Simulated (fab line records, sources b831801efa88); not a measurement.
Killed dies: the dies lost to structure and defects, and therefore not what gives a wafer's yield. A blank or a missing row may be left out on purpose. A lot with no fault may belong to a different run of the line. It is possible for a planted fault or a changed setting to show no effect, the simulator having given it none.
Which tool did it? | flow gf180mcu | 14 lots with 42 wafers sampled at 4 steps, on a route of 602 steps

## WHAT EACH GAUGE READ, for each wafer
GF_M4_CD_MEAS_14: the cd target is 280 nm. Usual: cdNm reads 280.1 nm (standard deviation 1.3).
lot  | measured     | on       | cdNm (nm)         | flag
L124 | day 23 15:31 | cdSem-02 | 280.3 279.4 281.4 | 
L125 | day 23 21:03 | cdSem-02 | 281.6 280.5 281.0 | 
L126 | day 24 11:16 | cdSem-02 | 282.0 281.6 281.8 | 
L127 | day 24 17:36 | cdSem-02 | 280.6 280.6 280.3 | 
L131 | day 26 01:15 | cdSem-02 | 279.2 278.6 278.8 | 
L132 | day 26 12:30 | cdSem-01 | 279.4 280.2 280.5 | 
L133 | day 26 17:42 | cdSem-01 | 280.0 279.2 281.1 | 
L135 | day 27 06:38 | cdSem-02 | 280.3 280.7 279.8 | 
L136 | day 27 22:55 | cdSem-01 | 282.8 284.2 284.5 | 
L137 | day 28 01:52 | cdSem-02 | 278.0 279.2 280.0 | 
L139 | day 28 16:46 | cdSem-02 | 278.4 278.7 276.6 | 
L140 | day 28 20:59 | cdSem-01 | 279.8 279.8 280.5 | 
L142 | day 29 12:37 | cdSem-01 | 281.1 281.1 279.6 | 
L143 | day 29 21:55 | cdSem-01 | 279.6 278.9 279.6 | 

GF_MIM_THK_MEAS_06. Usual: for MIM_CVD_05_THK the level is 42.0 nm and the standard deviation is 0.43.
lot  | measured     | on           | MIM_CVD_05_THK (nm) | flag
L124 | day 24 18:27 | filmMetro-03 | 41.4 41.9 42.3      | 
L125 | day 24 23:13 | filmMetro-03 | 42.1 41.8 42.6      | 
L126 | day 25 13:06 | filmMetro-01 | 41.1 41.0 41.9      | 
L127 | day 25 19:20 | filmMetro-02 | 42.2 42.1 42.4      | 
L131 | day 27 00:48 | filmMetro-01 | 41.9 42.4 42.3      | 
L132 | day 27 12:26 | filmMetro-01 | 41.3 42.0 42.4      | 
L133 | day 27 17:35 | filmMetro-01 | 41.8 41.9 42.5      | 
L135 | day 28 05:52 | filmMetro-02 | 42.3 41.7 42.6      | 
L136 | day 28 21:34 | filmMetro-01 | 41.4 42.5 42.2      | 
L137 | day 29 00:24 | filmMetro-01 | 41.9 42.2 42.3      | 
L139 | day 29 15:04 | filmMetro-03 | 41.5 41.3 41.8      | 
L140 | day 29 19:18 | filmMetro-02 | 41.7 41.9 31.2      | OFF
L142 | day 30 09:41 | filmMetro-03 | 41.9 42.3 42.9      | 
L143 | day 30 17:58 | filmMetro-02 | 31.0 42.1 31.8      | OFF

## TOOL THAT RAN EACH LOT (tool first, then ch and the chambers of the sampled wafers, then the start)
lot  | GF_V3_SPUTTER_22            | GF_MIM_CVD_05
L124 | pvdSputter-02, day 22 15:26 | pecvd-04 ch 0,1, day 24 18:25
L125 | pvdSputter-03, day 22 21:16 | pecvd-04 ch 1,2, day 24 23:11
L126 | pvdSputter-03, day 23 12:14 | pecvd-01 ch 0,1,2, day 25 13:04
L127 | pvdSputter-03, day 23 17:56 | pecvd-01 ch 0,1,2, day 25 19:19
L131 | pvdSputter-04, day 25 03:02 | pecvd-03 ch 0,1,2, day 27 00:46
L132 | pvdSputter-04, day 25 14:48 | pecvd-03 ch 0,1,2, day 27 12:23
L133 | pvdSputter-04, day 25 20:29 | pecvd-03 ch 0,1,2, day 27 17:33
L135 | pvdSputter-04, day 26 08:26 | pecvd-03 ch 0,1,2, day 28 05:50
L136 | pvdSputter-04, day 27 02:43 | pecvd-04 ch 0,2, day 28 21:32
L137 | pvdSputter-02, day 27 05:09 | pecvd-04 ch 0,1, day 29 00:22
L139 | pvdSputter-02, day 27 20:16 | pecvd-01 ch 1,2, day 29 15:01
L140 | pvdSputter-02, day 28 01:02 | pecvd-04 ch 0,2, day 29 19:16
L142 | pvdSputter-03, day 28 16:31 | pecvd-03 ch 0, day 30 09:37
L143 | pvdSputter-02, day 29 02:38 | pecvd-04 ch 1,2, day 30 17:56
- GF_V3_SPUTTER_22: material TiN, target thk 10 nm, time 40 s.
- GF_MIM_CVD_05: deposits Si3N4, target thk 42 nm, time 29.086 s.

## WHAT THE TOOLS THEMSELVES READ (means of the sampled wafers that have a number; where no wafer has one, the mark that the record gives instead)
GF_V3_SPUTTER_22. Usual: throttleValvePct reads 29.6 % (standard deviation 1.2).
lot  | tool          | throttleValvePct (%) | flag
L124 | pvdSputter-02 | 29.7                 | 
L125 | pvdSputter-03 | 30.6                 | 
L126 | pvdSputter-03 | 30.1                 | 
L127 | pvdSputter-03 | 31.4                 | 
L131 | pvdSputter-04 | 29.7                 | 
L132 | pvdSputter-04 | 28.8                 | 
L133 | pvdSputter-04 | 28.8                 | 
L135 | pvdSputter-04 | 29.8                 | 
L136 | pvdSputter-04 | 28.8                 | 
L137 | pvdSputter-02 | 29.2                 | 
L139 | pvdSputter-02 | 29.5                 | 
L140 | pvdSputter-02 | 29.6                 | 
L142 | pvdSputter-03 | 30.8                 | 
L143 | pvdSputter-02 | 29.6                 | 

GF_MIM_CVD_05. Usual: heaterPowerW reads 679 W (standard deviation 73).
lot  | tool     | heaterPowerW (W) | flag
L124 | pecvd-04 | 776              | 
L125 | pecvd-04 | 719              | 
L126 | pecvd-01 | 611              | 
L127 | pecvd-01 | 666              | 
L131 | pecvd-03 | 677              | 
L132 | pecvd-03 | 645              | 
L133 | pecvd-03 | 651              | 
L135 | pecvd-03 | 663              | 
L136 | pecvd-04 | 670              | 
L137 | pecvd-04 | 655              | 
L139 | pecvd-01 | 585              | 
L140 | pecvd-04 | 646              | 
L142 | pecvd-03 | 668              | 
L143 | pecvd-04 | 789              | 

## THE ANSWER, worked out from the rows above alone
Rule: a lot counts as off when the mean over its wafers that have a number is more than 3 standard deviations away from the usual mean. A lot without any number at a reading at which 4 lots or more have one is off too. Where the step has rows for the other lots, those lots are counted as sound. The gauges are gone through in route order, then the tools' own readings, and for those a lot's mean is taken as printed above. The first step at which some lot is off is used, and at that step the reading that is off furthest; a lot without a number counts as furthest.
Off: L140, L143, seen at GF_MIM_THK_MEAS_06 (MIM_CVD_05_THK).
A tool fits if, at a process step before that reading, it ran every lot that is off, and no sound lot after the first of them. Gauges at GF_MIM_THK_MEAS_06: tried the same way as those tools. Can't be told from this: 3 tools fit, pvdSputter-02 at GF_V3_SPUTTER_22, pecvd-04 at GF_MIM_CVD_05, filmMetro-02 at GF_MIM_THK_MEAS_06.

## WHAT WAS PUT IN BY THE SIMULATOR
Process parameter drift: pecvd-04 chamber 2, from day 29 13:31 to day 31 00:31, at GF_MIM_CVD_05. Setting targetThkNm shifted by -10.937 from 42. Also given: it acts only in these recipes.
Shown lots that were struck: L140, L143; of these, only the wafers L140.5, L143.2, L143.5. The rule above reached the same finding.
